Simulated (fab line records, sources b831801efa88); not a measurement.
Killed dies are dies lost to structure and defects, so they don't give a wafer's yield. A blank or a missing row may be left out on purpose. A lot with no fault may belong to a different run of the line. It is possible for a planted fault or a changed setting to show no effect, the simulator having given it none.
Struck lot and sound lot, side by side -- flow sky130 -- 25 out of 708 route steps
Sound: wafers L143.1, L143.4, L143.5. The struck wafers were L155.4, L155.5, L155.6. The cause comes at the end.
Order at every step that has rows: each side's tool, ch and its chambers, its first start. Under that, the readings that differ: sound wafers -- struck wafers -- difference of the means -- sigmas: that difference in standard deviations of wafers without a fault.
alike: readings with means less than 2 such deviations apart, plus words and numbers identical on both sides. not compared: withheld readings, readings lacking a value on some wafer, bounds such as >300 that could conceal the same value, and numbers that have no deviation in the record and whose values overlap.
Wherever a step has rows on one side only, a row that says differs or no value, or a row with sigmas, the two part there. Numbers that have no deviation but don't overlap get no sigmas and don't part them. A reading missing from all wafers of one side parts the sides only when that side holds two or more wafers.

first, 6 steps without rows for these wafers: SKY_LDD_HVP_HMDS_01 (prime time 60 s); SKY_LDD_HVP_COAT_02 (resist thk 300 nm); SKY_LDD_HVP_SOFTBAKE_03 (time 60 s); SKY_LDD_HVP_EXPOSE_04 (exposes mask HVPTM, target cd 700 nm); SKY_LDD_HVP_PEB_05; SKY_LDD_HVP_DEVELOP_06 (develop time 61.2 s).
SKY_LDD_HVP_OVL_MEAS_07:
  struck on overlay-02, day 26 13:14; sound on overlay-02, day 21 11:22
  alike: LDD_HVP_OVL
after that, 1 step had no rows for these wafers: SKY_LDD_HVP_IMPLANT_08.
SKY_LDD_HVP_STRIP_09: strips in O2/N2.
  sound on plasmaAsher-02 ch 0,1, day 21 11:33; struck on plasmaAsher-03 ch 0,1, day 26 13:26
  alike: drypumpMotorCurrentA, oesProductAu, stripTimeToEndpointS
  not compared: rfHoursCounterH
SKY_LDD_HVP_TW_MEAS_10:
  struck on filmMetro-04, day 26 13:32; sound on filmMetro-04, day 21 11:39
  alike: LDD_HVP_TW
then, 2 steps without rows for these wafers: SKY_LDD_LDN_DEHYDRATE_00 (time 60 s); SKY_LDD_LDN_HMDS_01 (prime time 60 s).
SKY_LDD_LDN_COAT_02: resist thk 1140 nm.
  sound on lithoTrack-03 ch 0, day 22 02:58; struck on lithoTrack-03 ch 0, day 27 03:35
reading,sound,struck,difference,sigmas
model.NOVOLAK_of_LDD_LDN_COAT_02.thkNm (nm),1138 1137 1141,620.4 621.7 620.3,-517.9,
then, 3 steps without rows for these wafers: SKY_LDD_LDN_SOFTBAKE_03 (time 60 s); SKY_LDD_LDN_EXPOSE_04 (exposes mask LDNTM, target cd 700 nm); SKY_LDD_LDN_PEB_05.
SKY_LDD_LDN_DEVELOP_06: develop time 60 s.
  sound on lithoTrack-02 ch 0, day 22 17:59; struck on lithoTrack-02 ch 0, day 27 18:37
reading,sound,struck,difference,sigmas
model.NOVOLAK_of_LDD_LDN_COAT_02.thkNm (nm),1138 1137 1140,620 621.3 619.9,-518,
SKY_LDD_LDN_OVL_MEAS_07:
  struck on overlay-01, day 27 18:42; sound on overlay-02, day 22 18:08
  alike: LDD_LDN_OVL
then, 4 steps without rows for these wafers: SKY_LDD_LDN_IMPLANT_08; SKY_LDD_LDN_IMPLANT_09; SKY_LDD_LDN_IMPLANT_10; SKY_LDD_LDN_IMPLANT_11.
SKY_LDD_LDN_STRIP_12: strips in O2/N2.
  sound on plasmaAsher-02 ch 1, day 22 20:33; struck on plasmaAsher-01 ch 0,1, day 27 19:22
reading,sound,struck,difference,sigmas
oesProductAu (a.u.),0.716 0.716 0.722,0.576 0.574 0.576,-0.143,-37
stripTimeToEndpointS (s),14.17 14.15 14.17,8.13 8.18 8.14,-6.01,-99 or more
  alike: drypumpMotorCurrentA
  not compared: rfHoursCounterH
SKY_LDD_LDN_TW_MEAS_13:
  struck on filmMetro-01, day 27 19:27; sound on filmMetro-02, day 22 20:39
  alike: LDD_LDN_TW
-- record jumps: 22 days separate the struck wafers' starts on either side; left off in module LDD_LDN, taken up again in module PAD_OPEN, whose first shown step is the route's number 708 --
SKY_PAD_OPEN_PROBE_99:
  struck on prober-02, day 49 08:16; sound on prober-01, day 45 16:36
  alike: killed_at_M0_to_M3, killed_at_M4_up, killedAtContacts, killedAtFrontEnd, killedAtOther, killedDies, killedOpen, killedShort

## WHERE THEY PART
Only at SKY_LDD_LDN_STRIP_12, within this record. Later steps at which nothing parts them and some readings are alike: SKY_LDD_LDN_TW_MEAS_13, SKY_PAD_OPEN_PROBE_99.

WHY: what had been put in by the simulator
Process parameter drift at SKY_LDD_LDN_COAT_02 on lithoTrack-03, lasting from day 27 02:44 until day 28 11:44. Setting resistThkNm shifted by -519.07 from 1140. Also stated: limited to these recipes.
